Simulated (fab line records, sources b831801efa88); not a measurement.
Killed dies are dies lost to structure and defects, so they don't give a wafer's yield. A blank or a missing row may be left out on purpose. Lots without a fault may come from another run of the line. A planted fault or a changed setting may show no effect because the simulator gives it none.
8D (eight disciplines) problem report, filled in by code || flow sky130 || the parts of the form that need people (team, actions taken, sign-off) are left out

1. THE PROBLEM
Wafers without a fault read 150.00, standard deviation 0.048; beam energy keV at SKY_VT_ADJUST_HVTP_IMPLANT_09 reads a mean of 155.66 on 6 wafers belonging to 2 lots. So: +99 or more standard deviations from the usual mean.
The first sign was on wafer L674.1 at day 8 15:55, on implanter-02. At this step, 18 wafers from 6 lots have a number in the record. Rule for "out", or "out of limits": more than 4 standard deviations from the usual mean. The other wafers with a number count as sound.

2. WHAT IT IS, AND WHAT IT ISN'T
{"question": "which readings at this step", "is": "beam energy keV", "is not": "-"}
{"question": "which lots", "is": "L674, L676", "is not": "L665, L670, L683, L685"}
{"question": "which wafers of those lots", "is": "all that have a number", "is not": "-"}
{"question": "read on which tools", "is": "implanter-02", "is not": "implanter-01, implanter-04"}
{"question": "when", "is": "from day 8 15:55", "is not": "up to then (6 sound wafers); but 6 sound wafers of L683, L685 came after"}

3. SUSPECTS, AND WHAT RULES EACH OUT
Counting: a tool at a process step up to the reading stays a suspect if it ran every lot that is out and no sound lot after the first of them.
- implanter-02 at SKY_VT_ADJUST_HVTP_IMPLANT_09: kept. It processed each lot that is out, first L674 at day 8 15:55, and no sound lot thereafter; up to then, the last sound lot it processed was L670 at day 7 17:31. Its own beam energy keV readings are out on those wafers.
Remaining after the count: implanter-02 at SKY_VT_ADJUST_HVTP_IMPLANT_09.

4. THE CAUSE (what the simulator had put in)
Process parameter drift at SKY_VT_ADJUST_HVTP_IMPLANT_09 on implanter-02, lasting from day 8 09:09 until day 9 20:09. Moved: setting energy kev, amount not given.
Counting left only this tool.

5. THE EFFECT CHAIN, in route order
Each row: a reading whose mean over the struck wafers that have a number lies more than 3 standard deviations from the usual. Only readings for which the record gives a usual standard deviation are gone through. hours: the time from each lot's start at the first step in this table that gives one to its start at this step, as a median over the lots. sigmas: the change in usual standard deviations.
{"hours": 0, "step": "SKY_VT_ADJUST_HVTP_IMPLANT_09", "reading": "beam energy keV", "usual": 150.00, "on struck wafers": 155.66, "change": "+5.66", "sigmas": "+99 or more"}
It contains these process steps:
- SKY_VT_ADJUST_HVTP_IMPLANT_09

6. WHAT WOULD HAVE CAUGHT IT SOONER
First out-of-limits reading in this record: day 8 15:55, which is 7 hours after fault onset at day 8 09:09.
